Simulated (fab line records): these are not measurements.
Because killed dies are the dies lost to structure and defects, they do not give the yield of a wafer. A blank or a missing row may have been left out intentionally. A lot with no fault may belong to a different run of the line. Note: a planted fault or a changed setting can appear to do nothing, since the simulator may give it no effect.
Matching of chambers + flow sky130 + 4 sister chambers for SKY_SPACER_ETCHBACK_02 on rie diel-01
The step etches Si3N4 in CH3F/O2, stops on SiO2, time 46.7 s, target depth 45 nm. 8 wafers are shown with their chamber, then 9 later ones without.

## WAFERS WITH THEIR CHAMBER
| wafer  | chamber | drypump motor current A (A) | chamber pressure mTorr (mTorr) |
|--------|---------|-----------------------------|--------------------------------|
| L079.5 | 3       | 5.4                         | 24.974                         |
| L085.4 | 0       | 5.8                         | 25.012                         |
| L086.2 | 0       | 5.9                         | 24.956                         |
| L086.4 | 1       | 6.6                         | 25.030                         |
| L086.6 | 2       | 5.3                         | 25.031                         |
| L087.3 | 1       | 6.6                         | 24.999                         |
| L087.4 | 2       | 5.3                         | 24.984                         |
| L087.6 | 3       | 5.4                         | 24.997                         |

## WAFERS WITHOUT THEIR CHAMBER
| wafer  | drypump motor current A (A) | chamber pressure mTorr (mTorr) |
|--------|-----------------------------|--------------------------------|
| L089.2 | 5.8                         | 24.972                         |
| L089.4 | 5.4                         | 24.961                         |
| L089.5 | 5.3                         | 25.010                         |
| L095.2 | 5.7                         | 24.973                         |
| L095.4 | 5.4                         | 24.962                         |
| L095.6 | 5.4                         | 25.006                         |
| L096.2 | 5.8                         | 24.994                         |
| L096.3 | 5.4                         | 24.965                         |
| L096.5 | 6.6                         | 25.010                         |

## WHICH CHAMBER EACH ONE RAN IN
| wafer  | from the rows above | in truth |
|--------|---------------------|----------|
| L089.2 | 0                   | 0        |
| L089.4 | 3                   | 3        |
| L089.5 | 2                   | 2        |
| L095.2 | 0                   | 0        |
| L095.4 | 3                   | 3        |
| L095.6 | 3                   | 3        |
| L096.2 | 0                   | 0        |
| L096.3 | 3                   | 3        |
| L096.5 | 1                   | 1        |
Placed correctly: 9 of 9. Not placeable from these rows: 0. 0 placed wrongly.
How it was worked out, from the rows above alone: a wafer's distance from a chamber is the root of the sum, over the readings, of the square of ((its reading less the chamber's mean) divided by the reading's scatter). If the next closest chamber is less than 2 further off than the closest, the wafer can't be placed; otherwise it belongs to the closest. A chamber's mean is the mean of its shown wafers. The scatter is the square root of a quotient: the sum, over the shown wafers, of each reading's squared deviation from its chamber's mean, divided by wafers minus chambers.
